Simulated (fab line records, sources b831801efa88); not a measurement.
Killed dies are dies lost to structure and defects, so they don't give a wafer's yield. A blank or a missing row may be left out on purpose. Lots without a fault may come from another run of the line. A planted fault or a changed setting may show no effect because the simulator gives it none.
One fault seen from 2 desks | flow gf180mcu | each desk has only its own numbers; what lay behind them comes last

THE TOOL OWNER'S DESK: pvd_sputter-01
The tool's own readings at GF_M1_SPUTTER_04 (material TiN, target thk 50 nm, time 41.7 s): means of the sampled wafers that have a number, for each lot that ran on this tool. A lot is out of limits, marked OUT, if its mean lies more than 4 standard deviations from the usual mean; the brackets give that distance.
Columns: A = throttle_valve_pct at GF_M1_SPUTTER_04, usual 29.8 %
lot  | first seen here | A
L483 | day 17 00:18    | 29.8
L487 | day 18 10:24    | 29.5
L488 | day 18 20:47    | 29.6
L501 | day 23 05:51    | 30.6
This desk's finding: nothing out of limits on any of the 4 lots.

THE METROLOGY DESK
What the gauges read, lot by lot, whatever tool the lot ran on: means of the sampled wafers that have a number. A lot is out of limits, marked OUT, if its mean lies more than 4 standard deviations from the usual mean; the brackets give that distance. Of its 9 readings 7 are shown: those that lie furthest out on some lot.
Columns: A = CONTACT_W_RS at GF_CONTACT_RS_MEAS_25, usual 0.387 ohm/sq; B = CONTACT_W_THK at GF_CONTACT_THK_MEAS_26, usual 306 nm; C = M1_ALCU_RS at GF_M1_RS_MEAS_05, usual 0.0696 ohm/sq; D = cd_nm at GF_M1_CD_MEAS_14, usual 229.8 nm; E = M1_OVL at GF_M1_OVL_MEAS_15, usual 0 nm; F = V1_CVD_00_THK at GF_V1_THK_MEAS_01, usual 598 nm; G = V1_CVD_02_THK at GF_V1_THK_MEAS_03, usual 851 nm
lot  | first seen here | A     | B   | C      | D     | E  | F   | G
L483 | day 16 23:42    | 0.385 | 309 | 0.0686 | 229.5 | 3  | 604 | 861
L487 | day 18 09:29    | 0.384 | 311 | 0.0696 | 228.1 | -4 | 598 | 858
L488 | day 18 20:10    | 0.388 | 302 | 0.0691 | 229.7 | 6  | 586 | 856
L501 | day 23 05:13    | 0.388 | 307 | 0.0697 | 228.6 | 8  | 598 | 836
L502 | day 23 12:05    | 0.388 | 303 | 0.0696 | 230.8 | 8  | 602 | 842
L504 | day 24 06:51    | 0.392 | 303 | 0.0686 | 230.9 | 3  | 596 | 849
This desk's finding: nothing out of limits on any of the 6 lots.

PUT TOGETHER
The tool owner's desk saw nothing out of limits.
The metrology desk saw nothing out of limits.

WHAT THE SIMULATOR HAD PUT IN
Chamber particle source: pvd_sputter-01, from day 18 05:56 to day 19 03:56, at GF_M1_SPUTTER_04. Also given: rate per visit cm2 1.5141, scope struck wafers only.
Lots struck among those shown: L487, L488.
